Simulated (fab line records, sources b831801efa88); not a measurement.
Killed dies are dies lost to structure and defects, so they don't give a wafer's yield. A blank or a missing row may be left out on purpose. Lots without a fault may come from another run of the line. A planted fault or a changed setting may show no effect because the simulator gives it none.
Chamber matching | flow sky130 | SKY_CONTACT_CMP_04 on cmp-02: 4 sister chambers
The step polishes SiO2. 4 wafers are shown with their chamber, then 12 later ones without.

WAFERS WITH THEIR CHAMBER
wafer  | chamber | motor_current_A (A)
L089.5 | 2       | 11.5
L089.6 | 3       | 12.4
L091.1 | 1       | 10.1
L091.6 | 0       | 11.0

WAFERS WITHOUT THEIR CHAMBER
wafer  | motor_current_A (A)
L094.1 | 13.0
L094.3 | 10.3
L094.5 | 11.7
L096.2 | 10.6
L096.4 | 11.6
L096.5 | 12.9
L095.3 | 11.6
L095.4 | 12.6
L095.5 | 11.3
L097.1 | 12.6
L097.3 | 11.5
L097.6 | 12.8

WHICH CHAMBER EACH WENT THROUGH
wafer  | from the rows above          | in truth
L094.1 | 3                            | 3
L094.3 | can't be placed: 1 or 0      | 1
L094.5 | can't be placed: 2 or 0 or 3 | 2
L096.2 | can't be placed: 0 or 1 or 2 | 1
L096.4 | can't be placed: 2 or 0      | 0
L096.5 | 3                            | 3
L095.3 | can't be placed: 2 or 0      | 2
L095.4 | 3                            | 3
L095.5 | can't be placed: 2 or 0      | 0
L097.1 | 3                            | 3
L097.3 | can't be placed: 2 or 0      | 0
L097.6 | 3                            | 3
Placed correctly: 5 of 12. Can't be placed from these rows: 7 (the true chamber is among the candidates in 7). Placed wrongly: 0.
How it was worked out, from the rows above alone: a wafer's distance from a chamber is the root of the sum, over the readings, of the square of ((its reading less the chamber's mean) divided by the reading's scatter). The wafer belongs to the nearest chamber; if the next one is less than 2 further off, it can't be placed. A chamber's mean is the mean of its shown wafers. The scatter: with one shown wafer a chamber, the root of the mean of the squares of how far each hidden wafer lies from its nearest shown one.
